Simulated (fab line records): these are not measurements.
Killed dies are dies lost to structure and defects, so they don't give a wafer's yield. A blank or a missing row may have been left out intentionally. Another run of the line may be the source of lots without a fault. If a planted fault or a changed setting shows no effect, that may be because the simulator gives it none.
Chamber matching | flow sky130 | cmp-02 running SKY_LI_CONTACT_CMP_02: 4 sister chambers
The step polishes PSG. 14 wafers are shown with their chamber, then 7 later ones without.

WAFERS, EACH WITH ITS CHAMBER
wafer  | chamber | motor-current-A (A) | time-to-endpoint-s (s)
L278.1 | 1       | 11.3                | 32
L278.4 | 2       | 9.2                 | 37
L278.5 | 1       | 12.0                | 34
L282.2 | 1       | 11.2                | 28
L282.4 | 3       | 12.1                | 35
L282.5 | 0       | 11.0                | 32
L283.1 | 2       | 9.5                 | 38
L283.4 | 3       | 11.7                | 37
L283.5 | 3       | 12.1                | 38
L285.1 | 3       | 11.4                | 38
L285.3 | 1       | 11.2                | 32
L285.5 | 3       | 11.9                | 34
L288.1 | 3       | 12.2                | 31
L288.3 | 2       | 9.7                 | 30

SIGNATURES, as means of the wafers listed above
reading            | chamber 0 | chamber 1 | chamber 2 | chamber 3 | scatter within a chamber
motor-current-A    | 11.000    | 11.425    | 9.467     | 11.900    | 0.322
time-to-endpoint-s | 32.00     | 31.50     | 35.00     | 35.50     | 3.07
Rule: for a wafer and a chamber, the distance is found by dividing, reading by reading, the gap between the wafer's reading and the chamber's mean by the reading's scatter, squaring, summing and taking the root. The wafer belongs to the nearest chamber; if the next one is less than 2 further off, it can't be placed. How the scatter is found: for the shown wafers, subtract from each reading the mean of its chamber, square and add these, divide the total by (wafers less chambers), then take the root.

WAFERS MISSING THEIR CHAMBER
wafer  | motor-current-A (A) | time-to-endpoint-s (s)
L288.4 | 11.4                | 29
L294.2 | 9.9                 | 31
L294.4 | 10.8                | 34
L294.5 | 12.1                | 36
L299.1 | 11.8                | 37
L299.3 | 11.1                | 36
L299.6 | 10.7                | 32

CHAMBER TAKEN BY EACH
wafer  | from the rows above          | in truth
L288.4 | can't be placed: 1 or 0 or 3 | 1
L294.2 | can't be placed: 2 or 0      | 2
L294.4 | can't be placed: 0 or 1      | 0
L294.5 | can't be placed: 3 or 1      | 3
L299.1 | can't be placed: 3 or 1      | 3
L299.3 | can't be placed: 0 or 1 or 3 | 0
L299.6 | can't be placed: 0 or 1      | 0
0 of 7 placed correctly. Can't be placed from these rows: 7 (the true chamber is among the candidates in 7). Number placed wrongly: 0.
